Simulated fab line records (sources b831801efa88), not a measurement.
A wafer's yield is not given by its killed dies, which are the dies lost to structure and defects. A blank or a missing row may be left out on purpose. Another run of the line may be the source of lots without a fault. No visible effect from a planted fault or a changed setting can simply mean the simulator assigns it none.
fab line records -- flow sky130
record: lots: 14, wafers: 41, last-day: 50
route steps=708 shown VIA1@470 METAL2@495
lots that met no fault: from a run of the same line without faults
start-h: the number of hours between the record's first day and the start of the first shown wafer of the lot -- wait-h: hours from the lot's prior step to this one -- " the same as in the row above -- L1.1+2: a single row standing in for several wafers -- - value missing, or start not given -- * or withheld: withheld -- < > ~ a bound
route shown NAME@n: a module of which the file shows steps, and the number in the route of the first -- usual: mean/standard deviation of fault-free wafers -- same: alike in all rows -- chamber/n: place in a boat -- sites: per-site readings -- _std_site: their standard deviation -- _edge_site: the outer-site mean with the inner-site mean subtracted -- radius-mm: for every site, how far away it sits from the centre of the wafer -- mask NAME#n: copy n -- behind: the tool/chamber that last shaped the wafer -- hold: what put the lot on hold/how long, in hours/how the hold closed -- device: whichever transistor did not switch (one of n, p or np) -- end of line: the same wafers' tests at the end of the route -- where a step has no rows: the recipe by itself -- killed: not the wafer's yield, but the dies lost to structure and defects at the first sort -- map: per-die view of a wafer (x killed, . not killed, _ where there is no die)
set.NAME: setting as actually run; set.NAME@STEP: the setting as run at that earlier step -- model.NAME: the simulator's own value behind a step, which no gauge read
route steps across a sampled set of lots; one table per step, one row per wafer
services: from which hour (start-h, from the record's first day; less than 0 if before it) a tool's chamber was out of use, for how many hours, and why
== steps ==
step: SKY_VIA1_CD_MEAS_12
recipe: target-cd-nm: 150
usual: cd-nm: 150.6/1.5
lot.wafer,tool,chamber,start-h,wait-h,cd-nm
L215.2,cd-sem-02,-,795.11,-,152.0
L215.4,cd-sem-02,-,795.11,-,152.5
L215.5,cd-sem-02,-,795.11,-,152.2
L220.1,cd-sem-01,-,839.20,-,152.5
L220.3,cd-sem-01,-,839.20,-,151.2
L220.5,cd-sem-01,-,839.20,-,150.3
L221.1,cd-sem-01,-,849.71,-,151.5
L221.4,cd-sem-01,-,849.71,-,150.7
L221.6,cd-sem-01,-,849.71,-,149.5
L222.1,cd-sem-01,-,857.49,-,148.3
L222.4,cd-sem-01,-,857.49,-,147.4
L222.6,cd-sem-01,-,857.49,-,150.0
L223.1,cd-sem-02,-,866.83,-,150.3
L223.2,cd-sem-02,-,866.83,-,151.4
L223.5,cd-sem-02,-,866.83,-,150.7
L224.2,cd-sem-02,-,880.58,-,149.1
L224.4,cd-sem-02,-,880.58,-,150.5
L224.6,cd-sem-02,-,880.58,-,149.4
L226.2,cd-sem-01,-,886.61,-,150.9
L226.4,cd-sem-01,-,886.61,-,150.0
L226.5,cd-sem-01,-,886.61,-,151.0
L227.4,cd-sem-01,-,889.72,-,152.5
L227.6,cd-sem-01,-,889.72,-,153.0
L229.1,cd-sem-02,-,896.21,-,149.0
L229.3,cd-sem-02,-,896.21,-,149.2
L229.4,cd-sem-02,-,896.21,-,149.5
L231.2,cd-sem-01,-,916.88,-,149.3
L231.4,cd-sem-01,-,916.88,-,150.9
L231.6,cd-sem-01,-,916.88,-,150.1
L232.1,cd-sem-01,-,921.66,-,149.9
L232.3,cd-sem-01,-,921.66,-,151.2
L232.6,cd-sem-01,-,921.66,-,151.9
L233.4,cd-sem-01,-,927.17,-,151.8
L233.5,cd-sem-01,-,927.17,-,152.1
L233.6,cd-sem-01,-,927.17,-,151.3
L237.2,cd-sem-01,-,950.65,-,150.2
L237.4,cd-sem-01,-,950.65,-,150.6
L237.5,cd-sem-01,-,950.65,-,151.5
L238.1,cd-sem-01,-,959.01,-,150.5
L238.3,cd-sem-01,-,959.01,-,149.9
L238.6,cd-sem-01,-,959.01,-,151.3
step: SKY_VIA1_RS_MEAS_22
recipe: thk-meas-gauge: four-point-probe, reads: W_of_VIA1_CVD_21+TiN_of_VIA1_SPUTTER_20
usual: VIA1_W_RS: 0.424/0.0066
lot.wafer,tool,chamber,start-h,wait-h,VIA1_W_RS[ohm/sq]
L215.2,film-metro-03,-,796.14,0.1,0.436
L215.4,film-metro-03,-,796.14,0.1,0.433
L215.5,film-metro-03,-,796.14,0.1,0.435
L220.1,film-metro-03,-,840.19,0.1,0.420
L220.3,film-metro-03,-,840.19,0.1,0.423
L220.5,film-metro-03,-,840.19,0.1,0.422
L221.1,film-metro-03,-,850.70,0.1,0.425
L221.4,film-metro-03,-,850.70,0.1,0.425
L221.6,film-metro-03,-,850.70,0.1,0.423
L222.1,film-metro-04,-,858.48,0.1,0.420
L222.4,film-metro-04,-,858.48,0.1,0.421
L222.6,film-metro-04,-,858.48,0.1,0.423
L223.1,film-metro-03,-,867.83,0.1,0.422
L223.2,film-metro-03,-,867.83,0.1,0.425
L223.5,film-metro-03,-,867.83,0.1,0.423
L224.2,film-metro-01,-,881.57,0.1,0.418
L224.4,film-metro-01,-,881.57,0.1,0.423
L224.6,film-metro-01,-,881.57,0.1,0.418
L226.2,film-metro-03,-,887.60,0.1,0.415
L226.4,film-metro-03,-,887.60,0.1,0.418
L226.5,film-metro-03,-,887.60,0.1,0.420
L227.4,film-metro-03,-,890.71,0.1,0.422
L227.6,film-metro-03,-,890.71,0.1,0.427
L229.1,film-metro-03,-,897.23,0.1,0.412
L229.3,film-metro-03,-,897.23,0.1,0.411
L229.4,film-metro-03,-,897.23,0.1,0.418
L231.2,film-metro-01,-,918.00,0.1,0.411
L231.4,film-metro-01,-,918.00,0.1,0.419
L231.6,film-metro-01,-,918.00,0.1,0.419
L232.1,film-metro-03,-,922.71,0.1,0.432
L232.3,film-metro-03,-,922.71,0.1,0.429
L232.6,film-metro-03,-,922.71,0.1,0.432
L233.4,film-metro-04,-,928.16,0.1,0.419
L233.5,film-metro-04,-,928.16,0.1,0.415
L233.6,film-metro-04,-,928.16,0.1,0.419
L237.2,film-metro-01,-,951.73,0.1,0.428
L237.4,film-metro-01,-,951.73,0.1,0.426
L237.5,film-metro-01,-,951.73,0.1,0.430
L238.1,film-metro-03,-,960.00,0.1,0.430
L238.3,film-metro-03,-,960.00,0.1,0.428
L238.6,film-metro-03,-,960.00,0.1,0.427
step: SKY_METAL2_EXPOSE_12
recipe: mask-id: MM2, na: 0.8, source-shape: annular, sigma-inner: 0.55, sigma-outer: 0.85, target-cd-nm: 140, dose-mj: 28
usual: exposure-dose-mJ-cm2: 27.996/0.027, focus-offset-nm: 0.1/0.5
lot.wafer,tool,chamber,start-h,wait-h,mask,exposure-dose-mJ-cm2,focus-offset-nm
L215.2,krf-scanner-01,0,810.38,-,MM2#0,28.004,-0.4
L215.4,krf-scanner-01,0,810.38,-,MM2#0,27.995,-0.5
L215.5,krf-scanner-01,0,810.38,-,MM2#0,28.020,-1.1
L220.1,krf-scanner-02,0,854.24,-,MM2#0,28.030,-0.2
L220.3,krf-scanner-02,0,854.24,-,MM2#0,28.000,-0.2
L220.5,krf-scanner-02,0,854.24,-,MM2#0,27.992,0.3
L221.1,krf-scanner-01,0,865.01,-,MM2#0,27.992,0.5
L221.4,krf-scanner-01,0,865.01,-,MM2#0,28.005,0.1
L221.6,krf-scanner-01,0,865.01,-,MM2#0,27.992,0.1
L222.1,krf-scanner-02,0,872.04,-,MM2#0,28.036,-0.1
L222.4,krf-scanner-02,0,872.04,-,MM2#0,28.013,0.0
L222.6,krf-scanner-02,0,872.04,-,MM2#0,28.022,0.3
L223.1,krf-scanner-02,0,881.36,-,MM2#0,27.977,0.0
L223.2,krf-scanner-02,0,881.36,-,MM2#0,28.011,0.2
L223.5,krf-scanner-02,0,881.36,-,MM2#0,27.993,0.0
L224.2,krf-scanner-02,0,895.33,-,MM2#0,27.979,-0.8
L224.4,krf-scanner-02,0,895.33,-,MM2#0,27.996,-0.6
L224.6,krf-scanner-02,0,895.33,-,MM2#0,27.988,-0.5
L226.2,krf-scanner-01,0,901.32,-,MM2#0,27.982,0.8
L226.4,krf-scanner-01,0,901.32,-,MM2#0,27.982,0.9
L226.5,krf-scanner-01,0,901.32,-,MM2#0,27.967,0.5
L227.4,krf-scanner-02,0,904.51,-,MM2#0,27.966,0.1
L227.6,krf-scanner-02,0,904.51,-,MM2#0,28.027,0.6
L229.1,krf-scanner-01,0,911.01,-,MM2#0,28.023,0.0
L229.3,krf-scanner-01,0,911.01,-,MM2#0,28.045,0.1
L229.4,krf-scanner-01,0,911.01,-,MM2#0,28.048,-0.1
L231.2,krf-scanner-01,-,932.01,-,MM2#0,-,-
L231.4,krf-scanner-01,-,932.01,-,MM2#0,-,-
L231.6,krf-scanner-01,-,932.01,-,MM2#0,-,-
L232.1,krf-scanner-02,-,936.21,-,MM2#0,-,-
L232.3,krf-scanner-02,-,936.21,-,MM2#0,-,-
L232.6,krf-scanner-02,-,936.21,-,MM2#0,-,-
L233.4,krf-scanner-01,0,942.69,-,MM2#0,27.962,1.2
L233.5,krf-scanner-01,0,942.69,-,MM2#0,28.013,0.7
L233.6,krf-scanner-01,0,942.69,-,MM2#0,27.997,0.7
L237.2,krf-scanner-01,0,965.71,-,MM2#0,28.022,0.5
L237.4,krf-scanner-01,0,965.71,-,MM2#0,28.046,-0.3
L237.5,krf-scanner-01,0,965.71,-,MM2#0,28.003,0.4
L238.1,krf-scanner-02,0,973.09,-,MM2#0,28.022,0.2
L238.3,krf-scanner-02,0,973.09,-,MM2#0,27.969,-0.9
L238.6,krf-scanner-02,0,973.09,-,MM2#0,28.019,0.1
step: SKY_METAL2_OVL_MEAS_16
usual: METAL2_OVL: 3/5.4
lot.wafer,tool,chamber,start-h,wait-h,METAL2_OVL[nm]
L215.2,overlay-02,-,823.29,0.1,4
L215.4,overlay-02,-,823.29,0.1,6
L215.5,overlay-02,-,823.29,0.1,-2
L220.1,overlay-01,-,867.43,0.1,-4
L220.3,overlay-01,-,867.43,0.1,-6
L220.5,overlay-01,-,867.43,0.1,-6
L221.1,overlay-02,-,877.76,0.1,11
L221.4,overlay-02,-,877.76,0.1,8
L221.6,overlay-02,-,877.76,0.1,3
L222.1,overlay-02,-,885.43,0.1,6
L222.4,overlay-02,-,885.43,0.1,2
L222.6,overlay-02,-,885.43,0.1,0
L223.1,overlay-01,-,894.13,0.1,1
L223.2,overlay-01,-,894.13,0.1,-2
L223.5,overlay-01,-,894.13,0.1,-2
L224.2,overlay-02,-,908.09,0.1,12
L224.4,overlay-02,-,908.09,0.1,10
L224.6,overlay-02,-,908.09,0.1,6
L226.2,overlay-01,-,913.85,0.1,-2
L226.4,overlay-01,-,913.85,0.1,-2
L226.5,overlay-01,-,913.85,0.1,2
L227.4,overlay-01,-,917.11,0.1,-3
L227.6,overlay-01,-,917.11,0.1,2
L229.1,overlay-02,-,922.63,0.1,6
L229.3,overlay-02,-,922.63,0.1,6
L229.4,overlay-02,-,922.63,0.1,1
L231.2,overlay-01,-,945.29,0.1,-
L231.4,overlay-01,-,945.29,0.1,-
L231.6,overlay-01,-,945.29,0.1,-
L232.1,overlay-01,-,948.58,0.1,-
L232.3,overlay-01,-,948.58,0.1,-
L232.6,overlay-01,-,948.58,0.1,-
L233.4,overlay-02,-,954.10,0.1,9
L233.5,overlay-02,-,954.10,0.1,6
L233.6,overlay-02,-,954.10,0.1,4
L237.2,overlay-02,-,976.77,0.1,0
L237.4,overlay-02,-,976.77,0.1,1
L237.5,overlay-02,-,976.77,0.1,6
L238.1,overlay-01,-,983.98,0.1,9
L238.3,overlay-01,-,983.98,0.1,14
L238.6,overlay-01,-,983.98,0.1,7
== services ==
tool,chamber,start-h,hours,kind
krf-scanner-01,-,796.32,1.3,pm
krf-scanner-01,-,831.72,0.3,repair
krf-scanner-01,-,833.34,0.8,pm
krf-scanner-02,-,866.96,4.0,pm
krf-scanner-02,-,870.98,0.8,pm
krf-scanner-01,-,890.86,1.0,pm
krf-scanner-02,-,901.01,0.3,repair
krf-scanner-01,-,903.59,1.5,repair
krf-scanner-02,-,907.38,1.0,pm
krf-scanner-01,-,936.58,4.0,pm
krf-scanner-01,-,942.85,0.4,repair
krf-scanner-02,-,956.81,1.3,pm
krf-scanner-01,-,972.22,1.3,pm
== key ==
first-sign: step: SKY_METAL2_EXPOSE_12, reading: tool-record, direction: missing
effect none on later readings
met-at SKY_METAL2_EXPOSE_12
struck-lots L231,L232
later-rows-left-out L231.2,L231.4,L231.6,L232.1,L232.3,L232.6
sort-left-out L231.2,L231.4,L231.6,L232.1,L232.3,L232.6
not-acting-at SKY_VIA1_CD_MEAS_12,SKY_VIA1_RS_MEAS_22,SKY_METAL2_OVL_MEAS_16
onset-between 911.01 932.01
fault: kind: skipped-step-whole, tool: krf-scanner-01,krf-scanner-02, chamber: -, onset-h: 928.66, steps: SKY_METAL2_EXPOSE_12, scope: struck-lots-only
sort-left-out: the simulated sort isn't trusted on such a fault, so these wafers' sort isn't shown, and their yield isn't known
later-rows-left-out: the simulator's readings of these wafers behind a module that went badly wrong aren't trusted and aren't shown, but for the sort
